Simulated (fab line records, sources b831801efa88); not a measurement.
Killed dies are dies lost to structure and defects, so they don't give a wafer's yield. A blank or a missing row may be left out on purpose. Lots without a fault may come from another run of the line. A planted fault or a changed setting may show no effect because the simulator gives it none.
Problem report in the 8D (eight disciplines) form, filled by code | flow sky130 | the parts of the form that need people (team, actions taken, sign-off) are left out

1. THE PROBLEM
developer_temp_C at SKY_LDD_LDN_DEVELOP_06 reads a mean of 21.98 C on 6 wafers of 2 lots; wafers without a fault read 22.97 C with a standard deviation of 0.1. That is -9.9 standard deviations from the usual mean.
The step: develop time 60 s.
First seen on wafer L491.2, day 25 10:33, on litho_track-03. The record holds 42 wafers of 14 lots with a number at this step. Rule for "out", or "out of limits": more than 4 standard deviations from the usual mean. The other wafers with a number count as sound.

2. WHAT IT IS AND WHAT IT IS NOT
question                    | is                     | is not
which readings at this step | developer_temp_C       | -
which lots                  | L491, L494             | L483, L484, L485, L495, L496, L497, L499, L502, L503, L504, L505, L506
which wafers of those lots  | all that have a number | -
read on which tools         | litho_track-03         | litho_track-02, litho_track-04
when                        | from day 25 10:33      | up to then (9 sound wafers); but 27 sound wafers of L495, L496, L497, L499, L502, L503, L504, L505, L506 came after

3. SUSPECTS, AND WHAT RULES EACH OUT
Counting: a tool at a process step up to the reading stays a suspect if it ran every lot that is out and no sound lot after the first of them.
- litho_track-03 at SKY_LDD_LDN_DEVELOP_06 (develop time 60 s): ruled out as a lasting fault. Sound lots L503, L506 ran on it after its first lot that is out, L491 (day 25 10:33).
Left after counting: nothing in the record.

4. THE CAUSE (what the simulator had put in)
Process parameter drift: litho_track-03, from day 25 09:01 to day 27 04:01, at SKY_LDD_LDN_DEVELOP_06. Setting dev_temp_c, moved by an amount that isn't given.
Counting ruled it out, wrongly.

5. THE CHAIN OF EFFECTS, in route order
Each row: a reading whose mean over the struck wafers that have a number lies more than 3 standard deviations from the usual. Only readings for which the record gives a usual standard deviation are gone through. hours: the time from each lot's start at the first step in this table that gives one to its start at this step, as a median over the lots. sigmas: the change in usual standard deviations.
hours | step                   | reading          | usual   | on struck wafers | change | sigmas
0     | SKY_LDD_LDN_DEVELOP_06 | developer_temp_C | 22.97 C | 21.98            | -0.99  | -9.9
The process steps in it:
- SKY_LDD_LDN_DEVELOP_06: develop time 60 s.

6. WHAT WOULD HAVE CAUGHT IT SOONER
In this record the first reading out of limits was taken at day 25 10:33, 2 hours after the fault began at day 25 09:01.
